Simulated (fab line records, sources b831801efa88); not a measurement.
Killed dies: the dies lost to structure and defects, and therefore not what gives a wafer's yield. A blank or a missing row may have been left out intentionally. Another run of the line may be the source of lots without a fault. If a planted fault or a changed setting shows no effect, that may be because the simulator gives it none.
Comparing a struck lot with a sound one -- flow sky130 -- 34 out of 708 route steps
Sound: the wafers L692.1, L692.4, L692.6. Wafers struck: L684.2, L684.3, L684.5. The cause is named last.
For every step that has rows: the tool of each side, followed by ch and its chambers, followed by its first start. Under that, the readings that differ: sound wafers -- struck wafers -- difference of the means -- sigmas: that difference in standard deviations of wafers without a fault.
alike: a reading whose means differ by less than 2 such deviations, as well as words and numbers matching on both sides. not compared: withheld readings; readings where some wafer has no value; bounds like >300 that might hide an equal value; numbers whose values overlap and for which the record gives no deviation.
The two part at a step that has a row with sigmas, a row that says differs or no value, or rows on one side only. When numbers do not overlap yet have no deviation, they are printed without sigmas and do not part them. Lack of a reading on every wafer of one side parts them only where that side has two or more wafers.

first, 7 steps without rows for these wafers: SKY_SONOS_TUNNEL_DEVELOP_06 (develop time 60 s); SKY_SONOS_TUNNEL_IMPLANT_09; SKY_SONOS_TUNNEL_WET_ETCH_10 (etches SiO2 in dHF, target depth 14 nm, time 280 s); SKY_SONOS_TUNNEL_STRIP_11 (strips in SPM, time 600 s); SKY_SONOS_TUNNEL_CLEAN_13 (cleans in dHF, time 20 s); SKY_SONOS_ONO_OXIDATION_00 (stabilise 600 s, purge 300 s, target thk 2.6 nm); SKY_SONOS_ONO_CVD_02 (deposits Si3N4 from DCS/NH3, target thk 10.5 nm, time 180 s).
SKY_SONOS_ONO_CVD_04: deposits SiO2 from SiH4/N2O, target thk 5.7199 nm.
  sound on lpcvd-03 ch 0, day 19 07:19; struck on lpcvd-03 ch 1, day 16 13:14
reading,sound,struck,difference,sigmas
spike-tc-bottom-C (C),919.2 919.2 917.9,915.6 915.2 915.2,-3.4,-2
model.SiO2_of_SONOS_ONO_CVD_04.thk-nm (nm),5.689 5.664 5.637,5.201 5.342 5.296,-0.384,
  alike: spike-tc-centre-C, spike-tc-top-C
SKY_SONOS_ONO_THK_MEAS_05:
  struck on film-metro-04, day 16 14:30; sound on film-metro-04, day 19 08:38
reading,sound,struck,difference,sigmas
SONOS_ONO_CVD_04_THK (nm),5.66 5.70 5.65,5.15 5.30 5.29,-0.42,-5
then, 23 steps without rows for these wafers: SKY_SONOS_ONO_DEHYDRATE_06 (time 60 s); SKY_SONOS_ONO_HMDS_07 (prime time 60 s); SKY_SONOS_ONO_COAT_08 (resist thk 1140 nm); SKY_SONOS_ONO_SOFTBAKE_09 (time 60 s); SKY_SONOS_ONO_EXPOSE_10 (exposes mask ONOM, target cd 410 nm); SKY_SONOS_ONO_PEB_11; SKY_SONOS_ONO_DEVELOP_12 (develop time 60 s); SKY_SONOS_ONO_ETCH_15 (etches the open film in CHF3/O2, target depth 19.52 nm, time 7.8 s); SKY_SONOS_ONO_WET_ETCH_16 (etches SiO2 in dHF, target depth 14 nm, time 280 s); SKY_SONOS_ONO_STRIP_17 (strips in O2/N2); SKY_SONOS_ONO_WET_ETCH_18 (etches Si3N4 in H3PO4, target depth 15 nm, time 172 s); SKY_GATE_OXIDE_CLEAN_00 (cleans in SC1/SC2, time 150 s); SKY_GATE_OXIDE_OXIDATION_01 (stabilise 600 s, purge 300 s, target thk 10.268 nm); SKY_GATE_OXIDE_DEHYDRATE_03 (time 60 s); SKY_GATE_OXIDE_HMDS_04 (prime time 60 s); SKY_GATE_OXIDE_COAT_05 (resist thk 1140 nm); SKY_GATE_OXIDE_SOFTBAKE_06 (time 60 s); SKY_GATE_OXIDE_EXPOSE_07 (exposes mask LVOM, target cd 600 nm); SKY_GATE_OXIDE_PEB_08; SKY_GATE_OXIDE_DEVELOP_09 (develop time 60 s); SKY_GATE_OXIDE_IMPLANT_11; SKY_GATE_OXIDE_WET_ETCH_12 (etches SiO2 in dHF, target depth 16.8 nm, time 336 s); SKY_GATE_OXIDE_STRIP_13 (strips in O2/N2).
-- the record jumps here: 3 days lie between the struck wafers' starts before and after --
SKY_GATE_OXIDE_CLEAN_15: cleans in SC1/SC2, time 150 s.
  sound on wet-bench-04 ch 3, day 22 00:30; struck on wet-bench-03 ch 3, day 19 03:56
reading,sound,struck,difference,sigmas
model.SiO2_of_SONOS_ONO_CVD_04.thk-nm (nm),4.181 4.149 4.126,3.685 3.826 3.782,-0.388,
  alike: temp-c
-- the record jumps here: 31 days lie between the struck wafers' starts before and after (it left off in module GATE_OXIDE and takes up again in module PAD_OPEN, whose first step shown is number 708 of the route) --
SKY_PAD_OPEN_PROBE_99:
  struck on prober-01, day 49 17:13; sound on prober-01, day 51 01:09
reading,sound,struck,difference,sigmas
killed-at-front-end,23 20 23,12 12 16,-9,-2
killed-dies,87 106 85,70 72 78,-19,-2
killed-open,50 58 47,45 30 37,-14,-2
model.etest.cap-ono.gate-log10-a-cm2,-7.916 -8.005 -8.009,-7.368 -7.497 -7.322,+0.581,
model.etest.cap-ono.tox-acc-nm (nm),12.88 12.88 12.93,12.43 12.48 12.4,-0.46,
model.etest.sonos-programmed.vt-v (V),1.492 1.462 1.435,1.678 1.649 1.707,+0.215,
model.etest.sonos-baked.vt-v (V),0.9767 0.958 0.9906,1.15 1.083 1.107,+0.14,
model.etest.sonos-erased.vt-v (V),-2.317 -2.284 -2.28,-2.387 -2.362 -2.446,-0.105,
  alike: killed_at_M0_to_M3, killed_at_M4_up, killed-at-contacts, killed-at-other, killed-short

== WHERE THEY PART ==
Earliest at SKY_SONOS_ONO_CVD_04; latest, in this record, at SKY_PAD_OPEN_PROBE_99.

WHY: what the simulator had put in
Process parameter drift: lpcvd-03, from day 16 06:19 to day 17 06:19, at SKY_SONOS_ONO_CVD_04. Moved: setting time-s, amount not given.
